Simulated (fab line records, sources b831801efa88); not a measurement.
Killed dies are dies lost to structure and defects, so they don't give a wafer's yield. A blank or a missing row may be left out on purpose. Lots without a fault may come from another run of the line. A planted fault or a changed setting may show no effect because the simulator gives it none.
One fault seen from 2 desks | flow sky130 | each desk has only its own numbers; what lay behind them comes last

THE TOOL OWNER'S DESK: implanter-02
The tool's own readings at SKY_LDD_P_IMPLANT_09: means of the sampled wafers that have a number, for each lot that ran on this tool. A lot is out of limits, marked OUT, if its mean lies more than 4 standard deviations from the usual mean; the brackets give that distance.
Columns: A = beam_on_s at SKY_LDD_P_IMPLANT_09, usual 9.98 s; B = end_station_pressure_torr at SKY_LDD_P_IMPLANT_09, usual 5.04e-06 Torr; C = faraday_current_uA at SKY_LDD_P_IMPLANT_09, usual 56.5
lot  | first seen here | A              | B        | C
L198 | day 21 00:43    | 10.03          | 5.07e-06 | 56.3
L200 | day 22 20:16    | 10.06          | 4.95e-06 | 56.1
L201 | day 23 02:31    | 9.98           | 4.93e-06 | 56.7
L205 | day 23 20:34    | 7.78 (-10) OUT | 5.02e-06 | 72.7 (+14) OUT
L207 | day 24 12:23    | 7.80 (-10) OUT | 4.79e-06 | 72.5 (+13) OUT
This desk's finding: out of limits on L205, L207; first on L205, day 23 20:34 (beam_on_s at SKY_LDD_P_IMPLANT_09). In limits: L198, L200, L201.

THE METROLOGY DESK
What the gauges read, lot by lot, whatever tool the lot ran on: means of the sampled wafers that have a number. A lot is out of limits, marked OUT, if its mean lies more than 4 standard deviations from the usual mean; the brackets give that distance.
Columns: A = LDD_P_TW at SKY_LDD_P_TW_MEAS_11, usual 635; B = CONTACT_HDPCVD_THK at SKY_CONTACT_THK_MEAS_03, usual 567 nm; C = CONTACT_OVL at SKY_CONTACT_OVL_MEAS_15, usual -3 nm; D = CONTACT_W_RS at SKY_CONTACT_RS_MEAS_25, usual 0.339 ohm/sq
lot  | first seen here | A              | B   | C   | D
L192 | day 18 16:19    | 628            | 565 | -1  | 0.336
L194 | day 19 08:59    | 637            | 563 | 5   | 0.340
L197 | day 20 14:31    | 629            | 573 | 1   | 0.340
L198 | day 21 00:58    | 640            | 568 | -2  | 0.342
L199 | day 21 14:28    | 631            | 567 | -1  | 0.334
L200 | day 22 20:31    | 627            | 563 | -1  | 0.339
L201 | day 23 02:46    | 629            | 573 | -3  | 0.341
L205 | day 23 20:47    | 586 (-7.8) OUT | 566 | -5  | 0.340
L207 | day 24 12:36    | 591 (-7.0) OUT | 569 | 2   | 0.337
L211 | day 26 00:40    | 641            | 575 | -9  | 0.337
L213 | day 26 08:59    | 642            | 567 | -7  | 0.339
L214 | day 26 18:04    | 641            | 571 | -2  | 0.336
L215 | day 27 07:19    | 634            | 569 | -10 | 0.342
This desk's finding: out of limits on L205, L207; first on L205, day 23 20:47 (LDD_P_TW at SKY_LDD_P_TW_MEAS_11). In limits: L192, L194, L197, L198, L199, L200, L201, L211, L213, L214, L215.

PUT TOGETHER
The tool owner's desk could have raised an alarm at day 23 20:34, on L205, L207.
The metrology desk could have raised an alarm at day 23 20:47, on L205, L207.
Of the lots named, all ran SKY_LDD_P_IMPLANT_09 on implanter-02.

WHAT THE SIMULATOR HAD PUT IN
Process parameter drift: implanter-02, from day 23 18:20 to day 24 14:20, at SKY_LDD_P_IMPLANT_09. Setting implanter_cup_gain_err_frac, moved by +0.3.
Lots struck among those shown: L205, L207.
Hours from the fault's start to each desk's first reading out of limits: the tool owner's desk, 2; the metrology desk, 2.
